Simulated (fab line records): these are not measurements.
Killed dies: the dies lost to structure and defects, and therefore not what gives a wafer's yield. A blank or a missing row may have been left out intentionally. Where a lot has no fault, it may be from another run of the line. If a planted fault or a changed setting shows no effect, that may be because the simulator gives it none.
8D (eight disciplines) problem report, filled in by code || flow sfqLine || the parts of the form that need people (team, actions taken, sign-off) are left out

## 1. THE ISSUE
M1_NB_RS at SFQ_M1_RS_MEAS_909 reads a mean of 1.154 ohm/sq on 4 wafers of 3 lots; wafers without a fault read 0.893 ohm/sq with a standard deviation of 0.01. Measured from the usual mean, that is +26 standard deviations.
The step: measures by four-point-probe.
The first sign was on wafer L762.6 at day 14 02:39, on filmMetro-04. The record holds 45 wafers of 15 lots with a number at this step. The rule behind "out" and "out of limits": a value lying over 4 standard deviations away from the usual mean. The rest of the wafers with a number are treated as sound.

## 2. WHAT IT IS; WHAT IT IS NOT
{"question": "which readings at this step", "is": "M1_NB_RS", "is not": "-"}
{"question": "which lots", "is": "L762, L764, L765", "is not": "L749, L750, L751, L752, L753, L754, L756, L757, L758, L760, L767, L769"}
{"question": "which wafers of those lots", "is": "L762.6, L764.4, L765.4, L765.6", "is not": "L762.3, L762.5, L764.1, L764.3, L765.1"}
{"question": "read on which gauges", "is": "filmMetro-01, filmMetro-04", "is not": "filmMetro-02"}
{"question": "when", "is": "from day 14 02:39", "is not": "up to then (32 sound wafers); but 9 sound wafers of L764, L765, L767, L769 came after"}

## 3. WHAT RULES OUT EACH SUSPECT
Counting: any tool at a process step up to the reading remains a suspect provided it ran every lot that is out. Sound lots after the first of them don't rule it out here, since some wafers of a struck lot are sound.
- the gauge at SFQ_M1_RS_MEAS_909 has been ruled out. The wafers that are out were read on 2 gauges (filmMetro-01, filmMetro-04).
- pvdSputter-03 at SFQ_TRILAYER_M1_DEP_SPUTTER_037 (material Nb, target thk 200 nm, time 133.3 s): kept. It processed each lot that is out (first: L762, day 14 02:31); up to then, its last sound lot is L760 (day 13 22:54).
The count leaves pvdSputter-03 at SFQ_TRILAYER_M1_DEP_SPUTTER_037.

## 4. THE CAUSE (what the simulator had put in)
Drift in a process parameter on pvdSputter-03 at SFQ_TRILAYER_M1_DEP_SPUTTER_037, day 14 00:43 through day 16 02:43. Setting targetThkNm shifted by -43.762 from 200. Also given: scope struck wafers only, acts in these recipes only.
Counting left only this tool.

## 5. THE CHAIN OF EFFECTS, in route order
One row per reading whose mean, taken over the struck wafers that have a number, lies over 3 standard deviations from the usual. Only readings for which the record gives a usual standard deviation are gone through. hours: the time from each lot's start at the first step in this table that gives one to its start at this step, as a median over the lots. sigmas: the change in usual standard deviations.
{"hours": 0, "step": "SFQ_M1_RS_MEAS_909", "reading": "M1_NB_RS", "usual": "0.893 ohm/sq", "on struck wafers": 1.154, "change": "+0.261", "sigmas": "+26"}
{"hours": 14, "step": "SFQ_TRILAYER_M1_ETCH_METAL_ETCH_042", "reading": "oesProductAu", "usual": "0.892 a.u.", "on struck wafers": 0.777, "change": -0.115, "sigmas": -18}
The process steps in it:
- SFQ_TRILAYER_M1_ETCH_METAL_ETCH_042: etches Nb in Cl2/Ar, stops on SiO2, target depth 240 nm, time 120 s.

## 6. WHAT WOULD HAVE CAUGHT IT SOONER
In this record the first reading out of limits at a measuring or inspecting step was taken at day 14 02:39, 2 hours after the fault began at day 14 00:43.
No tool reading at SFQ_TRILAYER_M1_DEP_SPUTTER_037 that has a usual standard deviation in the record was out on any struck wafer, so an alarm limit of 4 standard deviations on those readings would not have fired.
L764, L765, from the lots that are out (3), started SFQ_TRILAYER_M1_DEP_SPUTTER_037 on pvdSputter-03 later than day 14 02:39. A hold on the tool at that time would have spared those 2.
